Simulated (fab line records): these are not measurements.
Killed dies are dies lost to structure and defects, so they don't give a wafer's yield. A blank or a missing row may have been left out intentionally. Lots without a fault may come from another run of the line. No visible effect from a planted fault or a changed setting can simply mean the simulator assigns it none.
Which tool was responsible? ; flow gf180mcu ; Sampling: 12 lots, 34 wafers, 5 of 602 route steps

== WHAT THE GAUGES SHOWED, per wafer ==
GF_V5_CD_MEAS_14 targets a cd of 260 nm. Usual: cd nm reads 259.8 nm (standard deviation 1.1).
lot;measured;on;cd nm (nm);flag
L769;day 27 10:32;cd sem-02;258.8 259.8 259.1;
L771;day 27 18:18;cd sem-02;258.7 258.9 258.9;
L774;day 28 22:19;cd sem-01;259.8 259.1 259.0;
L775;day 29 06:01;cd sem-02;259.6 259.8 259.7;
L777;day 29 17:44;cd sem-02;259.1 260.1 259.1;
L781;day 31 00:28;cd sem-02;263.3 262.2;
L784;day 31 17:40;cd sem-01;261.6 260.7;
L786;day 32 01:48;cd sem-02;259.3 260.2 258.6;
L789;day 32 19:29;cd sem-02;259.3 260.0 260.0;
L790;day 33 01:37;cd sem-02;259.4 259.7 259.7;
L791;day 33 06:27;cd sem-02;260.9 260.9 260.9;
L792;day 33 13:27;cd sem-02;258.4 258.9 258.4;

GF_V5_THK_MEAS_25: measures by xrf. Usual: V5_W_THK 353 nm, standard deviation 6.4.
lot;measured;on;V5_W_THK (nm);flag
L769;day 27 11:43;film metro-04;350 355 354;
L771;day 27 19:28;film metro-02;360 357 353;
L774;day 28 23:32;film metro-02;362 362 361;
L775;day 29 07:10;film metro-04;361 360 357;
L777;day 29 18:56;film metro-02;348 350 348;
L781;day 31 01:37;film metro-01;361 353;
L784;day 31 18:48;film metro-01;349 349;
L786;day 32 02:58;film metro-01;343 338 345;
L789;day 32 20:38;film metro-04;347 344 344;
L790;day 33 02:47;film metro-02;356 353 353;
L791;day 33 07:39;film metro-02;356 358 355;
L792;day 33 14:39;film metro-02;350 349 351;

GF_TOP_METAL_CD_MEAS_14 targets a cd of 440 nm. Usual: cd nm reads 439.7 nm (standard deviation 2.2).
lot;measured;on;cd nm (nm);flag
L769;day 28 07:53;cd sem-01;439.1 439.6 441.9;
L771;day 28 16:05;cd sem-01;440.2 441.3 440.5;
L774;day 29 19:25;cd sem-01;440.8 440.2 439.9;
L775;day 30 01:55;cd sem-01;443.9 443.0 442.3;
L777;day 30 14:10;cd sem-01;439.7 442.6 441.6;
L781;day 31 19:17;cd sem-01;440.2 439.5;
L784;day 32 12:05;cd sem-01;436.5 433.6;
L786;day 32 20:24;cd sem-01;443.0 441.9 443.2;
L789;day 33 12:56;cd sem-02;437.8 436.1 436.7;
L790;day 33 18:50;cd sem-02;442.2 441.2 438.0;
L791;day 33 23:14;cd sem-01;440.2 441.3 440.1;
L792;day 34 06:19;cd sem-01;437.3 438.2 437.3;

GF_PASSIVATION_THK_MEAS_01. Usual: PASSIVATION_CVD_00_THK 1002 nm, standard deviation 14.
lot;measured;on;PASSIVATION_CVD_00_THK (nm);flag
L769;day 28 08:52;film metro-04;998 1018 1011;
L771;day 28 17:02;film metro-03;998 1022 1010;
L774;day 29 20:34;film metro-04;993 990 1012;
L775;day 30 03:03;film metro-02;987 1006 1020;
L777;day 30 15:08;film metro-03;1014 1027 1009;
L781;day 31 20:13;film metro-03;1000 1545;OFF
L784;day 32 13:05;film metro-04;999 1535;OFF
L786;day 32 21:25;film metro-02;991 973 987;
L789;day 33 13:55;film metro-04;1007 998 1023;
L790;day 33 19:48;film metro-02;987 996 1010;
L791;day 34 00:14;film metro-02;1005 1018 1025;
L792;day 34 07:21;film metro-03;992 1012 1013;

== EACH LOT AND THE TOOL THAT RAN IT (in order: tool; ch and the chambers of the sampled wafers; start) ==
lot;GF_PASSIVATION_CVD_00
L769;pecvd-02 ch 0,1,2, day 28 08:46
L771;pecvd-04 ch 0,2, day 28 16:56
L774;pecvd-04 ch 0,1,2, day 29 20:29
L775;pecvd-04 ch 0,1,2, day 30 02:58
L777;pecvd-04 ch 0,2, day 30 15:02
L781;pecvd-04 ch 0,1, day 31 20:09
L784;pecvd-04 ch 1, day 32 12:59
L786;pecvd-01 ch 0,2, day 32 21:17
L789;pecvd-02 ch 0,1,2, day 33 13:49
L790;pecvd-02 ch 0,1, day 33 19:43
L791;pecvd-02 ch 1,2, day 34 00:07
L792;pecvd-02 ch 0,1,2, day 34 07:15
- GF_PASSIVATION_CVD_00: deposits SiO2 from TEOS, target thk 1000 nm, time 111.95 s.

== WHAT THE TOOLS THEMSELVES READ (means of the sampled wafers that have a number; where no wafer has one, the mark that the record gives instead) ==
GF_PASSIVATION_CVD_00. Usual: heater power w 630 W, standard deviation 73; rf fwd power W 595.8 W, standard deviation 2.1.
lot;tool;heater power w (W);rf fwd power W (W);flag
L769;pecvd-02;595;597.8;
L771;pecvd-04;621;595.7;
L774;pecvd-04;603;597.7;
L775;pecvd-04;691;596.2;
L777;pecvd-04;657;592.3;
L781;pecvd-04;578;596.8;
L784;pecvd-04;594;597.4;
L786;pecvd-01;653;595.6;
L789;pecvd-02;573;595.1;
L790;pecvd-02;602;597.2;
L791;pecvd-02;620;596.4;
L792;pecvd-02;570;595.7;

== THE ANSWER, worked out from the rows above alone ==
Rule: take the mean of a lot's wafers that have a number; if it is more than 3 standard deviations from the usual mean, the lot is off. Also off: a lot with no number at a reading for which 4 or more lots have one. The other lots that the step has rows for count as sound. Order of review: gauges by route order, followed by the tools' own readings, for which a lot's mean as printed above is used. At the first step where some lot is off, the reading lying furthest off is the one used; lots without a number count as furthest.
Off: L781, L784, seen at GF_PASSIVATION_THK_MEAS_01 (PASSIVATION_CVD_00_THK).
If a tool, at a process step before that reading, ran all the lots that are off and no sound lot after the first of them, it fits. The gauges at GF_PASSIVATION_THK_MEAS_01 are tried like those tools. One candidate fits, namely pecvd-04 at GF_PASSIVATION_CVD_00. A fault onset in the window from L777 (day 30 15:02, its last sound lot) to L781 (day 31 20:09, its first lot off) fits.

== WHAT THE SIMULATOR HAD INSERTED ==
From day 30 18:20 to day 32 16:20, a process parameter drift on pecvd-04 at GF_PASSIVATION_CVD_00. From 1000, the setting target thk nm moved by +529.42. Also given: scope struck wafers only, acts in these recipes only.
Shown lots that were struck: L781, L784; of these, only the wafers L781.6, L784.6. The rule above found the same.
